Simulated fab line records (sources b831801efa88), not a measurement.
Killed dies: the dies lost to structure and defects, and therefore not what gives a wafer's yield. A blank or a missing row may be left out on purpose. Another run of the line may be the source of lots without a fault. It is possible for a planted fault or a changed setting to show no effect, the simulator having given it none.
Which tool did it? || flow sky130 || 18 wafers from 6 lots sampled at 2 of the route's 708 steps

## WHAT THE GAUGES READ, wafer by wafer
SKY_LDD_LDN_TW_MEAS_13.
{"lot": "L707", "measured": "day 23 07:47", "on": "film-metro-02", "LDD_LDN_TW": "1478 1475 1472"}
{"lot": "L710", "measured": "day 25 05:09", "on": "film-metro-02", "LDD_LDN_TW": "1477 1479 1473"}
{"lot": "L715", "measured": "day 26 20:25", "on": "film-metro-04", "LDD_LDN_TW": "1513 1519 1515"}
{"lot": "L718", "measured": "day 27 16:22", "on": "film-metro-04", "LDD_LDN_TW": "1487 1485 1492"}
{"lot": "L721", "measured": "day 28 05:00", "on": "film-metro-04", "LDD_LDN_TW": "1476 1470 1474"}
{"lot": "L728", "measured": "day 30 10:45", "on": "film-metro-03", "LDD_LDN_TW": "1482 1482 1478"}

## EACH LOT AND THE TOOL THAT RAN IT (in order: tool; ch and the chambers of the sampled wafers; start)
{"lot": "L707", "SKY_LDD_LDN_IMPLANT_08": "implanter-01 ch 0, day 23 07:05"}
{"lot": "L710", "SKY_LDD_LDN_IMPLANT_08": "implanter-03 ch 0, day 25 04:27"}
{"lot": "L715", "SKY_LDD_LDN_IMPLANT_08": "implanter-01 ch 0, day 26 19:45"}
{"lot": "L718", "SKY_LDD_LDN_IMPLANT_08": "implanter-03 ch 0, day 27 15:40"}
{"lot": "L721", "SKY_LDD_LDN_IMPLANT_08": "implanter-03 ch 0, day 28 04:18"}
{"lot": "L728", "SKY_LDD_LDN_IMPLANT_08": "implanter-01 ch 0, day 30 10:03"}
- SKY_LDD_LDN_IMPLANT_08

## THE ANSWER, worked out from the rows above alone
Rule: usual is defined by the lots themselves. The widest of any qualifying gaps counts: lots, ordered by their means at a reading, are off when they make up no more than a third of the lots, leave a main group of 4 or more, and stand apart from it by 3 or more times the standard deviation of that group's means. A main group whose means are all the same, to the digits that the tables above print for the reading, isn't used. Also off: a lot with no number at a reading for which 4 or more lots have one. The other lots that the step has rows for count as sound.
Off: L715, seen at SKY_LDD_LDN_TW_MEAS_13 (LDD_LDN_TW). Main group: mean 1479, sd 5.3.
If a tool, at a process step before that reading, ran all the lots that are off and no sound lot after the first of them, it fits. Gauges at SKY_LDD_LDN_TW_MEAS_13: tried the same way as those tools. Not one of the candidates tried fits.

## WHAT WAS PUT IN BY THE SIMULATOR
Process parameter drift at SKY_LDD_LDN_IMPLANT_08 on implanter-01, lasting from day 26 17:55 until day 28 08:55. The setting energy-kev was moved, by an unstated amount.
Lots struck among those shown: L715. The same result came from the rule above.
